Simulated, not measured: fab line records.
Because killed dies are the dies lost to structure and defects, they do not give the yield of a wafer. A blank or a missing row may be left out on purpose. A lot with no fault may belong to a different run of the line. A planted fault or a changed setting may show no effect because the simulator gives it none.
Which tool is to blame? || flow sky130 || Sampling: 11 lots, 33 wafers, 5 of 708 route steps

WHAT THE GAUGES READ, wafer by wafer
SKY_CONTACT_CD_MEAS_14: the cd target is 170 nm.
{"lot": "L301", "measured": "day 32 21:49", "on": "cd sem-01", "cd nm (nm)": "166.3 167.8 167.9"}
{"lot": "L302", "measured": "day 32 23:32", "on": "cd sem-01", "cd nm (nm)": "168.8 170.0 169.1"}
{"lot": "L303", "measured": "day 33 10:33", "on": "cd sem-01", "cd nm (nm)": "170.4 170.0 169.6"}
{"lot": "L304", "measured": "day 33 23:22", "on": "cd sem-01", "cd nm (nm)": "167.5 168.1 168.4"}
{"lot": "L305", "measured": "day 34 10:17", "on": "cd sem-01", "cd nm (nm)": "170.6 170.5 170.7"}
{"lot": "L306", "measured": "day 34 12:03", "on": "cd sem-01", "cd nm (nm)": "169.7 169.1 169.9"}
{"lot": "L310", "measured": "day 35 15:43", "on": "cd sem-02", "cd nm (nm)": "171.2 171.3 171.4"}
{"lot": "L313", "measured": "day 36 22:17", "on": "cd sem-02", "cd nm (nm)": "170.4 170.5 168.5"}
{"lot": "L316", "measured": "day 37 08:50", "on": "cd sem-01", "cd nm (nm)": "169.5 169.7 169.5"}
{"lot": "L317", "measured": "day 37 19:55", "on": "cd sem-02", "cd nm (nm)": "170.8 170.7 169.6"}
{"lot": "L320", "measured": "day 39 02:53", "on": "cd sem-02", "cd nm (nm)": "170.0 169.4 169.4"}

SKY_METAL1_RS_MEAS_05: the measuring method here is four-point-probe.
{"lot": "L301", "measured": "day 32 23:53", "on": "film metro-04", "METAL1_ALCU_RS (ohm/sq)": "0.1262 0.1261 0.1255"}
{"lot": "L302", "measured": "day 33 01:13", "on": "film metro-04", "METAL1_ALCU_RS (ohm/sq)": "0.1272 0.1281 0.1278"}
{"lot": "L303", "measured": "day 33 12:14", "on": "film metro-03", "METAL1_ALCU_RS (ohm/sq)": "0.1259 0.1260 0.1246"}
{"lot": "L304", "measured": "day 34 01:04", "on": "film metro-01", "METAL1_ALCU_RS (ohm/sq)": "0.1259 0.1280 0.1271"}
{"lot": "L305", "measured": "day 34 11:58", "on": "film metro-04", "METAL1_ALCU_RS (ohm/sq)": "0.1249 0.1276 0.1275"}
{"lot": "L306", "measured": "day 34 13:47", "on": "film metro-03", "METAL1_ALCU_RS (ohm/sq)": "0.1284 0.1274 0.1275"}
{"lot": "L310", "measured": "day 35 17:24", "on": "film metro-04", "METAL1_ALCU_RS (ohm/sq)": "0.1255 0.1302 0.1291"}
{"lot": "L313", "measured": "day 37 00:12", "on": "film metro-03", "METAL1_ALCU_RS (ohm/sq)": "0.1250 0.1281 0.1271 0.1252 0.1280 0.1270"}
{"lot": "L316", "measured": "day 37 10:56", "on": "film metro-04", "METAL1_ALCU_RS (ohm/sq)": "0.1258 0.1262 0.1289"}
{"lot": "L317", "measured": "day 37 21:38", "on": "film metro-03", "METAL1_ALCU_RS (ohm/sq)": "0.1254 0.1253 0.1260 0.1256 0.1256 0.1260"}
{"lot": "L320", "measured": "day 39 04:37", "on": "film metro-04", "METAL1_ALCU_RS (ohm/sq)": "0.1279 0.1260 0.1298"}

EACH LOT AND THE TOOL THAT RAN IT (in order: tool; ch and the chambers of the sampled wafers; start)
{"lot": "L301", "SKY_CONTACT_ETCH_17": "rie diel-01 ch 0,2,3, day 32 21:59", "SKY_METAL1_SPUTTER_01": "pvd sputter-02, day 32 23:46", "SKY_METAL1_SPUTTER_02": "pvd sputter-02, day 32 23:47"}
{"lot": "L302", "SKY_CONTACT_ETCH_17": "rie diel-02 ch 0,1,3, day 32 23:44", "SKY_METAL1_SPUTTER_01": "pvd sputter-03, day 33 01:06", "SKY_METAL1_SPUTTER_02": "pvd sputter-03, day 33 01:08"}
{"lot": "L303", "SKY_CONTACT_ETCH_17": "rie diel-01 ch 0,1,3, day 33 10:45", "SKY_METAL1_SPUTTER_01": "pvd sputter-01, day 33 12:07", "SKY_METAL1_SPUTTER_02": "pvd sputter-01, day 33 12:08"}
{"lot": "L304", "SKY_CONTACT_ETCH_17": "rie diel-03 ch 1,2,3, day 33 23:32", "SKY_METAL1_SPUTTER_01": "pvd sputter-02, day 34 00:56", "SKY_METAL1_SPUTTER_02": "pvd sputter-02, day 34 00:58"}
{"lot": "L305", "SKY_CONTACT_ETCH_17": "rie diel-03 ch 0,3, day 34 10:29", "SKY_METAL1_SPUTTER_01": "pvd sputter-02, day 34 11:50", "SKY_METAL1_SPUTTER_02": "pvd sputter-02, day 34 11:52"}
{"lot": "L306", "SKY_CONTACT_ETCH_17": "rie diel-01 ch 0,1,2, day 34 12:13", "SKY_METAL1_SPUTTER_01": "pvd sputter-01, day 34 13:36", "SKY_METAL1_SPUTTER_02": "pvd sputter-01, day 34 13:38"}
{"lot": "L310", "SKY_CONTACT_ETCH_17": "rie diel-02 ch 0,2,3, day 35 15:54", "SKY_METAL1_SPUTTER_01": "pvd sputter-02, day 35 17:16", "SKY_METAL1_SPUTTER_02": "pvd sputter-02, day 35 17:17"}
{"lot": "L313", "SKY_CONTACT_ETCH_17": "rie diel-02 ch 0,3, day 36 22:26", "SKY_METAL1_SPUTTER_01": "pvd sputter-01, day 37 00:03", "SKY_METAL1_SPUTTER_02": "pvd sputter-01, day 37 00:04"}
{"lot": "L316", "SKY_CONTACT_ETCH_17": "rie diel-03 ch 1,3, day 37 08:59", "SKY_METAL1_SPUTTER_01": "pvd sputter-03, day 37 10:47", "SKY_METAL1_SPUTTER_02": "pvd sputter-03, day 37 10:48"}
{"lot": "L317", "SKY_CONTACT_ETCH_17": "rie diel-02 ch 0,3, day 37 20:04", "SKY_METAL1_SPUTTER_01": "pvd sputter-01, day 37 21:29", "SKY_METAL1_SPUTTER_02": "pvd sputter-01, day 37 21:31"}
{"lot": "L320", "SKY_CONTACT_ETCH_17": "rie diel-02 ch 0,1,2, day 39 03:05", "SKY_METAL1_SPUTTER_01": "pvd sputter-03, day 39 04:30", "SKY_METAL1_SPUTTER_02": "pvd sputter-03, day 39 04:32"}
- SKY_CONTACT_ETCH_17: etches SiO2 in C4F8/O2/Ar, stops on Si3N4, target depth 340 nm.
- SKY_METAL1_SPUTTER_01: material TiN, target thk 20 nm, time 16.7 s.
- SKY_METAL1_SPUTTER_02: material AlCu, target thk 250 nm, time 13.3 s.

AS READ BY THE TOOLS THEMSELVES (means over the sampled wafers that have a number; for cases with no such wafer, the mark the record gives instead)
SKY_CONTACT_ETCH_17.
{"lot": "L301", "tool": "rie diel-01", "oes product au (a.u.)": 0.894}
{"lot": "L302", "tool": "rie diel-02", "oes product au (a.u.)": 0.893}
{"lot": "L303", "tool": "rie diel-01", "oes product au (a.u.)": 0.890}
{"lot": "L304", "tool": "rie diel-03", "oes product au (a.u.)": 0.893}
{"lot": "L305", "tool": "rie diel-03", "oes product au (a.u.)": 0.892}
{"lot": "L306", "tool": "rie diel-01", "oes product au (a.u.)": 0.886}
{"lot": "L310", "tool": "rie diel-02", "oes product au (a.u.)": 0.887}
{"lot": "L313", "tool": "rie diel-02", "oes product au (a.u.)": 0.895}
{"lot": "L316", "tool": "rie diel-03", "oes product au (a.u.)": 0.889}
{"lot": "L317", "tool": "rie diel-02", "oes product au (a.u.)": 0.894}
{"lot": "L320", "tool": "rie diel-02", "oes product au (a.u.)": 0.893}

SKY_METAL1_SPUTTER_01.
{"lot": "L301", "tool": "pvd sputter-02", "cathode dc power W (W)": 6500.9, "throttle valve pct (%)": 30.4}
{"lot": "L302", "tool": "pvd sputter-03", "cathode dc power W (W)": 6500.1, "throttle valve pct (%)": 29.1}
{"lot": "L303", "tool": "pvd sputter-01", "cathode dc power W (W)": 6499.5, "throttle valve pct (%)": 28.4}
{"lot": "L304", "tool": "pvd sputter-02", "cathode dc power W (W)": 6499.6, "throttle valve pct (%)": 30.7}
{"lot": "L305", "tool": "pvd sputter-02", "cathode dc power W (W)": 6499.4, "throttle valve pct (%)": 30.8}
{"lot": "L306", "tool": "pvd sputter-01", "cathode dc power W (W)": 6500.1, "throttle valve pct (%)": 28.3}
{"lot": "L310", "tool": "pvd sputter-02", "cathode dc power W (W)": 6501.1, "throttle valve pct (%)": 30.7}
{"lot": "L313", "tool": "pvd sputter-01", "cathode dc power W (W)": 6500.2, "throttle valve pct (%)": 28.8}
{"lot": "L316", "tool": "pvd sputter-03", "cathode dc power W (W)": 6500.0, "throttle valve pct (%)": 31.2}
{"lot": "L317", "tool": "pvd sputter-01", "cathode dc power W (W)": 6499.0, "throttle valve pct (%)": 28.2}
{"lot": "L320", "tool": "pvd sputter-03", "cathode dc power W (W)": 6500.3, "throttle valve pct (%)": 30.3}

SKY_METAL1_SPUTTER_02.
{"lot": "L301", "tool": "pvd sputter-02", "cathode dc power W (W)": 10600, "throttle valve pct (%)": 30.5}
{"lot": "L302", "tool": "pvd sputter-03", "cathode dc power W (W)": 10599, "throttle valve pct (%)": 29.2}
{"lot": "L303", "tool": "pvd sputter-01", "cathode dc power W (W)": 10602, "throttle valve pct (%)": 28.4}
{"lot": "L304", "tool": "pvd sputter-02", "cathode dc power W (W)": 10601, "throttle valve pct (%)": 30.7}
{"lot": "L305", "tool": "pvd sputter-02", "cathode dc power W (W)": 10602, "throttle valve pct (%)": 30.9}
{"lot": "L306", "tool": "pvd sputter-01", "cathode dc power W (W)": 10601, "throttle valve pct (%)": 28.2}
{"lot": "L310", "tool": "pvd sputter-02", "cathode dc power W (W)": 10602, "throttle valve pct (%)": 30.8}
{"lot": "L313", "tool": "pvd sputter-01", "cathode dc power W (W)": 10602, "throttle valve pct (%)": 29.0}
{"lot": "L316", "tool": "pvd sputter-03", "cathode dc power W (W)": 10600, "throttle valve pct (%)": 31.3}
{"lot": "L317", "tool": "pvd sputter-01", "cathode dc power W (W)": 10600, "throttle valve pct (%)": 28.4}
{"lot": "L320", "tool": "pvd sputter-03", "cathode dc power W (W)": 10602, "throttle valve pct (%)": 30.3}

THE ANSWER, worked out from the rows above alone
Rule: the lots themselves supply what counts as usual. The widest of any qualifying gaps counts: lots, ordered by their means at a reading, are off when they make up no more than a third of the lots, leave a main group of 4 or more, and stand apart from it by 3 or more times the standard deviation of that group's means. A main group is skipped when, at the precision printed for the reading in the tables above, its means are all equal. A lot without any number at a reading at which 4 lots or more have one is off too. Any other lot the step has rows for is counted as sound. First the gauges in route order, then the tools' own readings, where a lot's mean is used as printed above. At the first step where some lot is off, the reading lying furthest off is the one used; lots without a number count as furthest.
No lot is off at any reading shown: from this, nothing can be told.

WHAT HAD BEEN PUT IN BY THE SIMULATOR
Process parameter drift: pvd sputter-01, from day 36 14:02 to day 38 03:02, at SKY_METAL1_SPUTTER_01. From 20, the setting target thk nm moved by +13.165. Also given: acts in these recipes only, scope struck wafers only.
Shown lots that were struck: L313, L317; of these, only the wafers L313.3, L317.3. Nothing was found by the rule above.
